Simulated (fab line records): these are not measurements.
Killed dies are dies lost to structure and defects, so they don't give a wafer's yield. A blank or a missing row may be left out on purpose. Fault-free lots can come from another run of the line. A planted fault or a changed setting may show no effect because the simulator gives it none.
fab line records	flow gf180mcu
[record] lots = 15	wafers = 45	lastDay = 34
route steps=602 shown VT_IMPLANT@110 LVPWELL@138 POLY_GATE@165
lots that met no fault: from a run of the same line without faults
startH: hours from the record's opening day to when the first of the lot's shown wafers began	waitH: how many hours have passed since the lot's step before this one	" same as the row above	L1.1+2: one row covering several wafers at once	- no value, or no start was given	* or withheld: withheld	< > ~ a bound
route shown NAME@n: a module of which the file shows steps, and the number in the route of the first	usual: average and standard deviation across the fault-free wafers	same: alike in all rows	chamber/n: place in a boat	sites: the reading at each site	_std_site: the standard deviation of these	_edge_site: mean of outer sites minus mean of inner sites	radiusMm: for every site, how far away it sits from the centre of the wafer	mask NAME#n: copy n	behind: tool/chamber where the wafer was last shaped	hold: why the lot was held/for how many hours/how that ended	device: whichever transistor did not switch (one of n, p or np)	end of line: the same wafers' tests at the end of the route	step lacking rows: just its recipe	killed: at the first sort, the dies lost to defects and structure; wafer yield is something else	map: a wafer's dies, x killed, . not, _ none there
set.NAME: setting as actually run; set.NAME@STEP: the setting as run at that earlier step	model.NAME: the simulator's own value behind a step, which no gauge read
one table for each step of the route and one row for each wafer, over a sample of lots
services: a tool's chamber out of use, with start hour (startH, from the record's first day; less than 0 if before it), hours out, and reason
[[steps]]
[step GF_VT_IMPLANT_STRIP_20]
[recipe] chemistry = O2/N2	powerW = 1400	pressureMtorr = 1500	platenTempC = 250	o2FlowSccm = 3000	n2FlowSccm = 300	overashFraction = 0.5
[usual] drypumpMotorCurrentA = 6.00/0.25	heaterPowerW = 360/26	oesProductAu = 0.716/0.0043	stripTimeToEndpointS = 12.63/0.034
[same] overashFraction = 0.5
lot.wafer	tool	chamber	startH	waitH	drypumpMotorCurrentA	heaterPowerW	oesProductAu	rfHoursCounterH	stripTimeToEndpointS
L993.3	plasmaAsher-01	0	128.07	0.1	5.95	376	0.719	-	12.58
L993.4	"	1	"	"	6.26	357	0.717	-	12.58
L993.6	"	0	"	"	5.98	369	0.710	-	12.58
L995.4	plasmaAsher-01	0	137.77	0.1	5.98	374	0.715	-	12.66
L995.5	"	0	"	"	5.99	369	0.709	-	12.64
L995.6	"	1	"	"	6.30	371	0.715	-	12.65
L996.3	plasmaAsher-01	0	142.07	0.1	5.96	382	0.716	-	12.65
L996.4	"	1	"	"	6.27	352	0.716	-	12.63
L996.6	"	0	"	"	5.97	382	0.717	-	12.64
L998.1	plasmaAsher-04	1	157.79	0.1	5.60	360	0.710	4	12.65
L998.3	"	0	"	"	6.14	377	0.724	-	12.63
L998.4	"	1	"	"	5.58	356	0.723	-	12.66
L999.2	plasmaAsher-02	1	163.46	0.1	5.63	379	0.723	55	12.61
L999.4	"	0	"	"	6.15	295	0.711	-	12.59
L999.5	"	0	"	"	6.15	305	0.713	-	12.61
L101.1	plasmaAsher-02	1	176.66	0.1	5.64	371	0.717	56	12.64
L101.2	"	0	"	"	6.13	303	0.723	56	12.63
L101.6	"	1	"	"	5.61	361	0.721	-	12.67
L102.2	plasmaAsher-02	0	181.54	0.1	6.12	295	0.713	57	12.61
L102.3	"	1	"	"	5.62	386	0.714	-	12.58
L102.5	"	1	"	"	5.60	364	0.715	-	12.62
L103.1	plasmaAsher-02	0	186.96	0.1	6.16	302	0.716	58	12.64
L103.3	"	0	"	"	6.13	307	0.708	-	12.70
L103.4	"	1	"	"	5.63	381	0.715	-	12.65
L104.1	plasmaAsher-02	1	197.69	0.1	5.66	378	0.710	59	12.60
L104.2	"	0	"	"	6.14	309	0.713	59	12.60
L104.4	"	0	"	"	6.16	299	0.715	-	12.66
L109.2	plasmaAsher-02	1	233.09	0.1	5.62	376	0.719	62	12.64
L109.4	"	0	"	"	6.14	305	0.724	-	12.66
L109.6	"	1	"	"	5.63	364	0.716	-	12.63
L110.1	plasmaAsher-01	1	237.86	0.1	6.28	358	0.718	59	12.63
L110.2	"	0	"	"	5.96	389	0.711	59	12.68
L110.5	"	1	"	"	6.27	362	0.719	-	12.63
L111.1	plasmaAsher-01	1	240.59	0.1	6.28	363	0.717	60	12.58
L111.3	"	0	"	"	5.97	374	0.713	-	12.60
L111.5	"	1	"	"	6.28	363	0.718	-	12.65
L112.2	plasmaAsher-04	0	246.66	0.1	6.14	394	0.718	14	12.69
L112.3	"	1	"	"	5.57	371	0.717	-	12.68
L112.5	"	0	"	"	6.13	381	0.717	-	12.68
L115.2	plasmaAsher-01	0	268.39	0.1	5.95	374	0.713	63	12.60
L115.3	"	1	"	"	6.28	345	0.727	-	12.58
L115.5	"	1	"	"	6.25	362	0.719	-	12.60
L116.1	plasmaAsher-01	1	274.65	0.1	6.29	368	0.709	64	12.66
L116.5	"	1	"	"	6.28	357	0.710	-	12.63
L116.6	"	0	"	"	5.97	377	0.714	-	12.61
[step GF_VT_IMPLANT_STRIP_42]
[recipe] chemistry = O2/N2	powerW = 1400	pressureMtorr = 1500	platenTempC = 250	o2FlowSccm = 3000	n2FlowSccm = 300	overashFraction = 0.5
[usual] drypumpMotorCurrentA = 5.95/0.26	heaterPowerW = 354/31	oesProductAu = 0.715/0.004	stripTimeToEndpointS = 12.63/0.034
[same] overashFraction = 0.5
lot.wafer	tool	chamber	startH	waitH	drypumpMotorCurrentA	heaterPowerW	oesProductAu	rfHoursCounterH	stripTimeToEndpointS
L993.3	plasmaAsher-02	1	159.72	0.1	5.65	374	0.711	-	12.57
L993.4	"	0	"	"	6.13	300	0.715	-	12.61
L993.6	"	0	"	"	6.13	302	0.709	-	12.65
L995.4	plasmaAsher-01	1	169.97	0.1	6.27	354	0.710	-	12.64
L995.5	"	1	"	"	6.28	353	0.712	-	12.62
L995.6	"	0	"	"	5.99	381	0.720	-	12.63
L996.3	plasmaAsher-02	1	174.19	0.1	5.65	381	0.713	-	12.61
L996.4	"	0	"	"	6.14	296	0.724	-	12.61
L996.6	"	0	"	"	6.15	296	0.712	-	12.57
L998.1	plasmaAsher-02	1	191.11	0.1	5.64	387	0.720	58	12.61
L998.3	"	1	"	"	5.64	371	0.719	-	12.66
L998.4	"	0	"	"	6.16	301	0.719	-	12.63
L999.2	plasmaAsher-02	1	196.49	0.1	5.65	370	0.718	59	12.57
L999.4	"	0	"	"	6.15	300	0.718	-	12.61
L999.5	"	1	"	"	5.62	388	0.723	-	12.63
L101.1	plasmaAsher-01	1	210.29	0.1	6.30	359	0.716	56	12.68
L101.2	"	0	"	"	5.98	376	0.712	56	12.64
L101.6	"	0	"	"	5.97	381	0.717	-	12.66
L102.2	plasmaAsher-04	1	216.59	0.1	5.60	365	0.714	11	12.64
L102.3	"	0	"	"	6.12	386	0.723	-	12.63
L102.5	"	0	"	"	6.11	373	0.717	-	12.62
L103.1	plasmaAsher-01	1	221.01	0.1	6.30	360	0.715	58	12.61
L103.3	"	0	"	"	5.99	375	0.710	-	12.61
L103.4	"	1	"	"	6.29	367	0.718	-	12.62
L104.1	plasmaAsher-01	0	233.39	0.1	5.97	370	0.716	59	12.65
L104.2	"	1	"	"	6.28	369	0.710	59	12.67
L104.4	"	1	"	"	6.28	358	0.718	-	12.68
L109.2	plasmaAsher-01	1	270.35	0.1	6.31	363	0.719	63	12.65
L109.4	"	0	"	"	5.97	379	0.718	-	12.64
L109.6	"	1	"	"	6.31	362	0.712	-	12.66
L110.1	plasmaAsher-02	0	275.59	0.1	6.15	304	0.717	67	12.62
L110.2	"	1	"	"	5.64	377	0.719	67	12.57
L110.5	"	1	"	"	5.62	386	0.705	-	12.62
L111.1	plasmaAsher-02	1	278.46	0.1	5.61	378	0.715	67	12.65
L111.3	"	0	"	"	6.13	301	0.717	-	12.55
L111.5	"	0	"	"	6.12	305	0.716	-	12.63
L112.2	plasmaAsher-04	1	285.10	0.1	5.58	352	0.716	17	12.65
L112.3	"	1	"	"	5.59	359	0.711	-	12.67
L112.5	"	1	"	"	5.59	354	0.714	-	12.69
L115.2	plasmaAsher-04	0	307.23	0.1	6.17	382	0.714	20	12.65
L115.3	"	0	"	"	6.16	401	0.715	-	12.68
L115.5	"	1	"	"	5.59	367	0.721	-	12.67
L116.1	plasmaAsher-04	0	314.19	0.1	6.11	391	0.721	20	12.64
L116.5	"	1	"	"	5.59	354	0.725	-	12.63
L116.6	"	0	"	"	6.10	382	0.710	-	12.67
[step GF_VT_IMPLANT_RS_MEAS_48]
[recipe] thkMeasGauge = four-point-probe
[usual] LVPWELL_RS = 1199/3.5
lot.wafer	tool	chamber	startH	waitH	LVPWELL_RS[ohm/sq]
L993.3	filmMetro-02	-	160.28	0.1	1204
L993.4	"	-	"	"	1198
L993.6	"	-	"	"	1204
L995.4	filmMetro-02	-	170.55	0.1	1198
L995.5	"	-	"	"	1200
L995.6	"	-	"	"	1199
L996.3	filmMetro-04	-	174.75	0.1	1201
L996.4	"	-	"	"	1202
L996.6	"	-	"	"	1199
L998.1	filmMetro-01	-	191.66	0.1	1193
L998.3	"	-	"	"	1198
L998.4	"	-	"	"	1195
L999.2	filmMetro-01	-	197.06	0.1	1194
L999.4	"	-	"	"	1193
L999.5	"	-	"	"	1191
L101.1	filmMetro-02	-	210.84	0.1	1198
L101.2	"	-	"	"	1195
L101.6	"	-	"	"	1198
L102.2	filmMetro-04	-	217.33	0.1	1199
L102.3	"	-	"	"	1198
L102.5	"	-	"	"	1198
L103.1	filmMetro-02	-	221.56	0.1	1198
L103.3	"	-	"	"	1202
L103.4	"	-	"	"	1201
L104.1	filmMetro-02	-	233.94	0.1	1198
L104.2	"	-	"	"	1205
L104.4	"	-	"	"	1203
L109.2	filmMetro-04	-	270.92	0.1	1200
L109.4	"	-	"	"	1197
L109.6	"	-	"	"	1199
L110.1	filmMetro-02	-	276.14	0.1	1198
L110.2	"	-	"	"	1200
L110.5	"	-	"	"	1200
L111.1	filmMetro-02	-	279.02	0.1	1201
L111.3	"	-	"	"	1201
L111.5	"	-	"	"	1201
L112.2	filmMetro-02	-	285.67	0.1	1202
L112.3	"	-	"	"	1204
L112.5	"	-	"	"	1204
L115.2	filmMetro-04	-	307.94	0.1	1201
L115.3	"	-	"	"	1202
L115.5	"	-	"	"	1201
L116.1	filmMetro-04	-	314.74	0.1	1196
L116.5	"	-	"	"	1193
L116.6	"	-	"	"	1195
[step GF_POLY_GATE_PEB_08]
[recipe] pebTempC = 135	pebTimeS = 90	resist = KrF
[usual] chillPlateTempC = 22.98/0.1	exhaustPa = 45.0/0.88	plateTempC = 134.99/0.14
lot.wafer	tool	chamber	startH	waitH	chillPlateTempC	exhaustPa	plateTempC
L993.3	lithoTrack-01	0	198.62	-	23.06	46.9	134.93
L993.4	"	0	"	"	23.04	45.7	135.07
L993.6	"	0	"	"	22.98	45.4	134.93
L995.4	lithoTrack-04	0	212.57	-	23.02	45.4	135.13
L995.5	"	0	"	"	22.94	46.7	135.17
L995.6	"	0	"	"	23.04	45.6	135.11
L996.3	lithoTrack-04	0	213.84	-	23.08	45.1	135.01
L996.4	"	0	"	"	23.10	44.8	135.04
L996.6	"	0	"	"	23.08	44.8	134.92
L998.1	lithoTrack-01	0	233.20	-	22.86	44.7	135.09
L998.3	"	0	"	"	22.91	45.2	135.19
L998.4	"	0	"	"	22.85	43.9	135.14
L999.2	lithoTrack-03	0	240.25	-	23.11	43.4	134.86
L999.4	"	0	"	"	23.17	44.4	135.16
L999.5	"	0	"	"	22.96	44.2	134.90
L101.1	lithoTrack-04	0	252.37	-	22.91	45.0	134.74
L101.2	"	0	"	"	23.10	46.0	134.87
L101.6	"	0	"	"	22.99	44.2	134.98
L102.2	lithoTrack-01	0	261.24	-	22.89	43.7	134.98
L102.3	"	0	"	"	22.89	44.4	135.09
L102.5	"	0	"	"	22.91	43.5	134.92
L103.1	lithoTrack-04	0	266.12	-	22.75	44.1	135.05
L103.3	"	0	"	"	22.88	44.1	134.94
L103.4	"	0	"	"	22.85	43.9	135.00
L104.1	lithoTrack-04	0	277.77	-	23.10	45.4	134.98
L104.2	"	0	"	"	23.14	45.7	134.97
L104.4	"	0	"	"	23.04	45.4	135.10
L109.2	lithoTrack-01	-	320.83	-	-	-	-
L109.4	"	-	"	"	-	-	-
L109.6	"	-	"	"	-	-	-
L110.1	lithoTrack-04	-	325.97	-	-	-	-
L110.2	"	-	"	"	-	-	-
L110.5	"	-	"	"	-	-	-
L111.1	lithoTrack-01	-	326.40	-	-	-	-
L111.3	"	-	"	"	-	-	-
L111.5	"	-	"	"	-	-	-
L112.2	lithoTrack-03	0	332.60	-	22.82	45.2	135.06
L112.3	"	0	"	"	23.08	43.2	134.90
L112.5	"	0	"	"	23.01	43.2	135.14
L115.2	lithoTrack-03	0	357.40	-	23.06	45.9	135.17
L115.3	"	0	"	"	23.16	45.8	135.15
L115.5	"	0	"	"	22.93	44.5	135.06
L116.1	lithoTrack-01	0	361.65	-	23.02	44.1	134.94
L116.5	"	0	"	"	23.08	44.2	135.06
L116.6	"	0	"	"	23.20	44.9	135.15
[[services]]
tool	chamber	startH	hours	kind
plasmaAsher-04	-	108.81	9.0	pm
plasmaAsher-04	0	108.81	9.0	ventCycle
plasmaAsher-04	1	108.81	9.0	ventCycle
plasmaAsher-04	0	117.81	-	clean
plasmaAsher-04	1	117.81	-	clean
lithoTrack-04	-	216.64	-	consumableReplace:filter
plasmaAsher-04	-	249.44	13.0	repair
plasmaAsher-02	-	283.25	3.1	repair
lithoTrack-04	-	346.43	-	consumableReplace:filter
[[key]]
[firstSign] step = GF_POLY_GATE_PEB_08	reading = toolRecord	direction = missing
effect none on later readings
metAt GF_POLY_GATE_PEB_08
struckLots L109,L110,L111
laterRowsLeftOut L109.2,L109.4,L109.6,L110.1,L110.2,L110.5,L111.1,L111.3,L111.5
sortLeftOut L109.2,L109.4,L109.6,L110.1,L110.2,L110.5,L111.1,L111.3,L111.5
testerLeftOut L109,L110,L111
notActingAt GF_VT_IMPLANT_STRIP_20,GF_VT_IMPLANT_STRIP_42,GF_VT_IMPLANT_RS_MEAS_48
onsetBetween 277.77 320.83
[fault] kind = skippedStepWhole	tool = lithoTrack-01,lithoTrack-04	chamber = -	onsetH = 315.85	steps = GF_POLY_GATE_PEB_08	scope = struckLotsOnly
// testerLeftOut: of these lots the tester's yield and bins aren't shown, on N5 and GAA mostly nor the transistor test; their killed dies are dies lost to structure and defects alone, not to doping, threshold or leakage, so they don't give the yield
// sortLeftOut: the simulated sort isn't trusted on such a fault, so these wafers' sort isn't shown, and their yield isn't known
// laterRowsLeftOut: the simulator's readings of these wafers behind a module that went badly wrong aren't trusted and aren't shown, but for the sort
